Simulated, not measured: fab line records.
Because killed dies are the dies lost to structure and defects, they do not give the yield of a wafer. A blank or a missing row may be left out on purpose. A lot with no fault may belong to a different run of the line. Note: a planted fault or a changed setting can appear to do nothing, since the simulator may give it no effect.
Chamber matching	flow sky130	rie_diel-03 running SKY_METAL4_ETCH_17: 4 sister chambers
The step etches SiO2 in C4F8/O2/Ar, stops on TiN, time 3.9 s, target depth 15 nm. 8 wafers are shown with their chamber, then 10 later ones without.

## EACH WAFER AND ITS CHAMBER
wafer	chamber	oes_product_au (a.u.)
L077.4	2	0.748
L080.1	2	0.748
L090.6	3	0.753
L091.1	0	0.760
L091.2	3	0.764
L091.5	1	0.752
L092.2	0	0.743
L092.4	1	0.753

## WAFERS WITH NO CHAMBER GIVEN
wafer	oes_product_au (a.u.)
L092.5	0.759
L096.2	0.760
L096.3	0.764
L096.6	0.763
L097.1	0.753
L097.2	0.766
L097.3	0.753
L097.4	0.767
L097.5	0.763
L097.6	0.761

## EACH ONE'S CHAMBER
wafer	from the rows above	in truth
L092.5	can't be placed: 3 or 1 or 0 or 2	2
L096.2	can't be placed: 3 or 1 or 0 or 2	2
L096.3	can't be placed: 3 or 1 or 0 or 2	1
L096.6	can't be placed: 3 or 1 or 0 or 2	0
L097.1	can't be placed: 1 or 0 or 2 or 3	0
L097.2	can't be placed: 3 or 1 or 0 or 2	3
L097.3	can't be placed: 1 or 0 or 2 or 3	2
L097.4	can't be placed: 3 or 1 or 0 or 2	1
L097.5	can't be placed: 3 or 1 or 0 or 2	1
L097.6	can't be placed: 3 or 1 or 0 or 2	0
Correctly placed: 0 of 10. These rows do not allow placing 10 (true chamber among the candidates in 10). Wrongly placed: 0.
How it was worked out, from the rows above alone: a wafer's distance from a chamber is the root of the sum, over the readings, of the square of ((its reading less the chamber's mean) divided by the reading's scatter). The wafer belongs to the nearest chamber; if the next one is less than 2 further off, it can't be placed. The mean given for a chamber averages the wafers shown for that chamber. The scatter: take each reading less its chamber's mean, square it, sum over the shown wafers, divide by the number of wafers less the number of chambers, and take the root.
